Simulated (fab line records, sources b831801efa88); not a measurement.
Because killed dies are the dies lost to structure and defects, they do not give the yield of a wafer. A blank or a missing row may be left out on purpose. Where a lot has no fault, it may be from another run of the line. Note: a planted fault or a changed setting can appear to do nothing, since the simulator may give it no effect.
A struck lot beside a sound one | flow sfqLine | 14 out of 325 route steps
Sound: wafers L539.4, L539.5, L539.6. The struck wafers were L527.3, L527.5, L527.6. The cause is given at the end.
Each step with rows lists, per side, the tool, then ch with its chambers, then its first start. Under that, the readings that differ: sound wafers | struck wafers | difference of the means | sigmas: that difference in standard deviations of wafers without a fault.
alike: words and numbers the same on both sides, and readings whose means are apart by under 2 such deviations; not compared: readings that were withheld, readings missing a value for some wafer, numbers with overlapping values and no deviation given by the record, and bounds like >300 which may hide the same value.
The two part at a step that has a row with sigmas, a row that says differs or no value, or rows on one side only. Non-overlapping numbers with no deviation appear without sigmas and do not part them. Lack of a reading on every wafer of one side parts them only where that side has two or more wafers.

SFQ_M1_OVL_MEAS_911:
  struck on overlay-02, day 25 23:19; sound on overlay-02, day 30 02:50
  alike: M1_OVL
SFQ_TRILAYER_M1_BARC_OPEN_METAL_ETCH_054: etches BARC in O2, target depth 125 nm, time 41.7 s.
  sound on rieMetal-03 ch 0,1, day 30 02:53; struck on rieMetal-01 ch 0,1, day 25 23:22
  alike: drypumpMotorCurrentA, oesProductAu, rfFwdPowerW
  not compared: rfHoursCounterH
SFQ_TRILAYER_M1_ETCH_METAL_ETCH_042: etches Nb in Cl2/Ar, stops on SiO2, target depth 240 nm, time 120 s.
  sound on rieMetal-03 ch 0,1, day 30 02:58; struck on rieMetal-01 ch 0,1, day 25 23:26
  alike: drypumpMotorCurrentA, oesProductAu, rfFwdPowerW
  not compared: rfHoursCounterH
SFQ_TRILAYER_M1_STRIP_STRIP_043: strips in O2.
  sound on rieMetal-03 ch 0,1, day 30 03:14; struck on rieMetal-01 ch 0,1, day 25 23:44
reading             | sound             | struck            | difference | sigmas
oesProductAu (a.u.) | 1.009 1.009 1.007 | 0.994 0.992 0.986 | -0.018     | -2
  alike: drypumpMotorCurrentA
  not compared: rfHoursCounterH
then, 1 step without rows for these wafers: SFQ_TRILAYER_M1_STRIP_SOLV_CLEAN_044 (cleans in NMP, time 600 s).
SFQ_TRILAYER_I1_DEP_PECVD_045: deposits SiO2 from SiH4/N2O, time 111.11 s, target thk 500 nm.
  sound on pecvd-02 ch 0,1,2, day 30 03:52; struck on pecvd-01 ch 0,1,2, day 26 00:18
  alike: heaterPowerW, rfFwdPowerW, throttleValvePct
SFQ_TRILAYER_I1_CMP_CMP_046: polishes SiO2.
  sound on cmp-02 ch 1,2, day 30 07:35; struck on cmp-02 ch 0,1,3, day 26 13:06
  alike: motorCurrentA, slurryFilterDpKPa, timeToEndpointS
SFQ_I1_BOW_MEAS_912:
  struck on filmMetro-02, day 26 15:08; sound on filmMetro-01, day 30 10:09
  alike: I1_BOW
then, 4 steps without rows for these wafers: SFQ_TRILAYER_I1_METRO_MEASURE_047; SFQ_TRILAYER_I1_VIA_LITHO_COAT_054 (resist thk 62 nm); SFQ_TRILAYER_I1_VIA_LITHO_COAT_049 (resist thk 650 nm); SFQ_TRILAYER_I1_VIA_LITHO_SOFTBAKE_053.
SFQ_TRILAYER_I1_VIA_LITHO_EXPOSE_050: exposes mask I1, target cd 500 nm.
  struck on krfScanner-02, day 26 18:44; sound on krfScanner-01 ch 0, day 36 04:05
  no value came back on the struck wafers for exposureDoseMJCm2, focusOffsetNm (nm), na; on the sound wafers exposureDoseMJCm2 reads 21.279 21.321 21.344
  alike: mask
then, 1 step without rows for these wafers: SFQ_TRILAYER_I1_VIA_LITHO_PEB_052 (peb time 60 s).

== WHERE THEY PART ==
First at SFQ_TRILAYER_M1_STRIP_STRIP_043; last, within this record, at SFQ_TRILAYER_I1_VIA_LITHO_EXPOSE_050.

WHY: what the simulator had put in
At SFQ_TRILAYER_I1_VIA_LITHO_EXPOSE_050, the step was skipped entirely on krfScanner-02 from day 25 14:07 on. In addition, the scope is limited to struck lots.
